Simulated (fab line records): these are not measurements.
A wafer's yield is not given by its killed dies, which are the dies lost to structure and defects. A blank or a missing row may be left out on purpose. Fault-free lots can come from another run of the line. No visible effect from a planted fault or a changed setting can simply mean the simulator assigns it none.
The tool behind it: which one? | flow sky130 | 10 lots with 30 wafers sampled at 6 steps, on a route of 708 steps

== WHAT EACH GAUGE READ, for each wafer ==
SKY_DNWELL_TW_MEAS_09. Usual: for DNWELL_TW the level is 1111 and the standard deviation is 12.
lot  | measured    | on            | DNWELL_TW      | flag
L410 | day 3 21:07 | film-metro-01 | 1089 1090 1089 |
L412 | day 4 07:23 | film-metro-03 | 1112 1121 1122 |
L416 | day 5 04:23 | film-metro-03 | 1118 1119 1116 |
L421 | day 6 07:09 | film-metro-01 | 1098 1096 1100 |
L423 | day 6 18:19 | film-metro-04 | 1117 1122 1117 |
L424 | day 7 00:59 | film-metro-01 | 1091 1093 1087 |
L425 | day 7 08:43 | film-metro-03 | 1119 1118 1108 |
L428 | day 8 00:48 | film-metro-01 | 1094 1095 1095 |
L429 | day 8 07:31 | film-metro-04 | 1124 1123 1127 |
L430 | day 8 10:58 | film-metro-04 | 1129 1132 1128 |

SKY_NWELL_RS_MEAS_31: measures by four-point-probe. Usual: for PWDE_RS the level is 5274 ohm/sq and the standard deviation is 20.
lot  | measured     | on            | PWDE_RS (ohm/sq) | flag
L410 | day 6 01:55  | film-metro-04 | 5241 5219 5240   |
L412 | day 6 13:03  | film-metro-03 | 5270 5289 5250   |
L416 | day 7 13:36  | film-metro-03 | 5301 5277 5275   |
L421 | day 8 18:40  | film-metro-01 | 5284 5304 5285   |
L423 | day 9 07:47  | film-metro-01 | 5254 5266 5261   |
L424 | day 9 14:30  | film-metro-03 | 5314 5320 5299   |
L425 | day 9 23:30  | film-metro-04 | 5274 5292 5285   |
L428 | day 10 17:47 | film-metro-01 | 5280 5257 5258   |
L429 | day 11 01:00 | film-metro-01 | 5272 5263 5265   |
L430 | day 11 05:40 | film-metro-03 | 5305 5304 5299   |

SKY_VIA2_RS_MEAS_22: measures by four-point-probe. Usual: for VIA2_W_RS the level is 0.273 ohm/sq and the standard deviation is 0.0039.
lot  | measured     | on            | VIA2_W_RS (ohm/sq)                  | flag
L410 | day 37 05:20 | film-metro-03 | 0.270 0.409 0.275 0.270 0.409 0.275 | OFF
L412 | day 37 18:17 | film-metro-01 | 0.271 0.414 0.271 0.271 0.414 0.272 | OFF
L416 | day 38 23:43 | film-metro-02 | 0.277 0.275 0.273                   |
L421 | day 40 17:59 | film-metro-02 | 0.276 0.274 0.277                   |
L423 | day 41 02:32 | film-metro-01 | 0.274 0.264 0.276                   |
L424 | day 41 11:46 | film-metro-02 | 0.267 0.269 0.277                   |
L425 | day 42 01:01 | film-metro-03 | 0.279 0.280 0.279                   |
L428 | day 42 15:42 | film-metro-03 | 0.273 0.267 0.273                   |
L429 | day 43 01:18 | film-metro-01 | 0.267 0.272 0.264                   |
L430 | day 43 04:31 | film-metro-02 | 0.268 0.275 0.274                   |

SKY_VIA2_THK_MEAS_23: measures by xrf. Usual: for VIA2_W_THK the level is 413 nm and the standard deviation is 6.1.
lot  | measured     | on            | VIA2_W_THK (nm)         | flag
L410 | day 37 10:57 | film-metro-03 | 416 277 410 416 276 408 | OFF
L412 | day 37 21:01 | film-metro-01 | 413 273 414 416 274 420 | OFF
L416 | day 38 23:49 | film-metro-02 | 409 408 413             |
L421 | day 40 18:05 | film-metro-02 | 403 407 403             |
L423 | day 41 02:38 | film-metro-01 | 408 424 408             |
L424 | day 41 11:52 | film-metro-02 | 420 419 408             |
L425 | day 42 01:07 | film-metro-03 | 410 407 410             |
L428 | day 42 15:49 | film-metro-03 | 417 426 416             |
L429 | day 43 01:25 | film-metro-01 | 426 418 431             |
L430 | day 43 04:37 | film-metro-02 | 423 411 415             |

== EACH LOT AND THE TOOL THAT RAN IT (in order: tool; ch and the chambers of the sampled wafers; start) ==
lot  | SKY_PWDE_STRIP_09                   | SKY_VIA2_CVD_21
L410 | plasma-asher-02 ch 0,1, day 4 14:05 | cvd-w-01 ch 0,1, day 37 05:11
L412 | plasma-asher-02 ch 0,1, day 5 00:20 | cvd-w-01 ch 0,1, day 37 18:10
L416 | plasma-asher-02 ch 0,1, day 5 22:11 | cvd-w-02 ch 0,1, day 38 23:34
L421 | plasma-asher-02 ch 1, day 7 01:50   | cvd-w-02 ch 0,1, day 40 17:50
L423 | plasma-asher-03 ch 0,1, day 7 13:37 | cvd-w-01 ch 0,1, day 41 02:24
L424 | plasma-asher-03 ch 0,1, day 7 20:10 | cvd-w-01 ch 0,1, day 41 11:37
L425 | plasma-asher-04 ch 0,1, day 8 03:53 | cvd-w-02 ch 0, day 42 00:52
L428 | plasma-asher-04 ch 0,1, day 8 21:14 | cvd-w-01 ch 0,1, day 42 15:34
L429 | plasma-asher-02 ch 0, day 9 04:17   | cvd-w-01 ch 0,1, day 43 01:09
L430 | plasma-asher-02 ch 0, day 9 07:32   | cvd-w-01 ch 0,1, day 43 04:22
- SKY_PWDE_STRIP_09: strips in O2/N2.
- SKY_VIA2_CVD_21: deposits W, target thk 420 nm, time 126.4 s.

== WHAT THE TOOLS THEMSELVES READ (means of the sampled wafers that have a number; where no wafer has one, the mark that the record gives instead) ==
SKY_PWDE_STRIP_09. Usual: drypump-motor-current-A 5.8 A, standard deviation 0.45; oes-product-au 0.722 a.u., standard deviation 0.0047; strip-time-to-endpoint-s 36.96 s, standard deviation 0.094.
lot  | tool            | drypump-motor-current-A (A) | oes-product-au (a.u.) | strip-time-to-endpoint-s (s) | flag
L410 | plasma-asher-02 | 6.0                         | 0.726                 | 36.95                        |
L412 | plasma-asher-02 | 6.1                         | 0.725                 | 36.83                        |
L416 | plasma-asher-02 | 6.0                         | 0.719                 | 37.05                        |
L421 | plasma-asher-02 | 6.2                         | 0.723                 | 36.98                        |
L423 | plasma-asher-03 | 6.2                         | 0.729                 | 36.92                        |
L424 | plasma-asher-03 | 6.5                         | 0.725                 | 36.93                        |
L425 | plasma-asher-04 | 5.4                         | 0.723                 | 36.92                        |
L428 | plasma-asher-04 | 5.4                         | 0.715                 | 37.03                        |
L429 | plasma-asher-02 | 5.9                         | 0.719                 | 36.93                        |
L430 | plasma-asher-02 | 5.9                         | 0.721                 | 36.84                        |

SKY_VIA2_CVD_21. Usual: heater-power-w at 877 W, with a standard deviation of 110.
lot  | tool     | heater-power-w (W) | flag
L410 | cvd-w-01 | 932                |
L412 | cvd-w-01 | 925                |
L416 | cvd-w-02 | 946                |
L421 | cvd-w-02 | 889                |
L423 | cvd-w-01 | 776                |
L424 | cvd-w-01 | 837                |
L425 | cvd-w-02 | 1013               |
L428 | cvd-w-01 | 776                |
L429 | cvd-w-01 | 829                |
L430 | cvd-w-01 | 782                |

== THE ANSWER, worked out from the rows above alone ==
Rule: take the mean of a lot's wafers that have a number; if it is more than 3 standard deviations from the usual mean, the lot is off. Also off: a lot with no number at a reading for which 4 or more lots have one. Where the step has rows for the other lots, those lots are counted as sound. The gauges are gone through in route order, then the tools' own readings, and for those a lot's mean is taken as printed above. The first step at which some lot is off is used, and at that step the reading that is off furthest; a lot without a number counts as furthest.
Off: at SKY_VIA2_RS_MEAS_22 (VIA2_W_RS), L410, L412.
If a tool, at a process step before that reading, ran all the lots that are off and no sound lot after the first of them, it fits. Those tools and the gauges at SKY_VIA2_RS_MEAS_22 are tried in the same way. Not one of the candidates tried fits.

== WHAT THE SIMULATOR HAD PUT IN ==
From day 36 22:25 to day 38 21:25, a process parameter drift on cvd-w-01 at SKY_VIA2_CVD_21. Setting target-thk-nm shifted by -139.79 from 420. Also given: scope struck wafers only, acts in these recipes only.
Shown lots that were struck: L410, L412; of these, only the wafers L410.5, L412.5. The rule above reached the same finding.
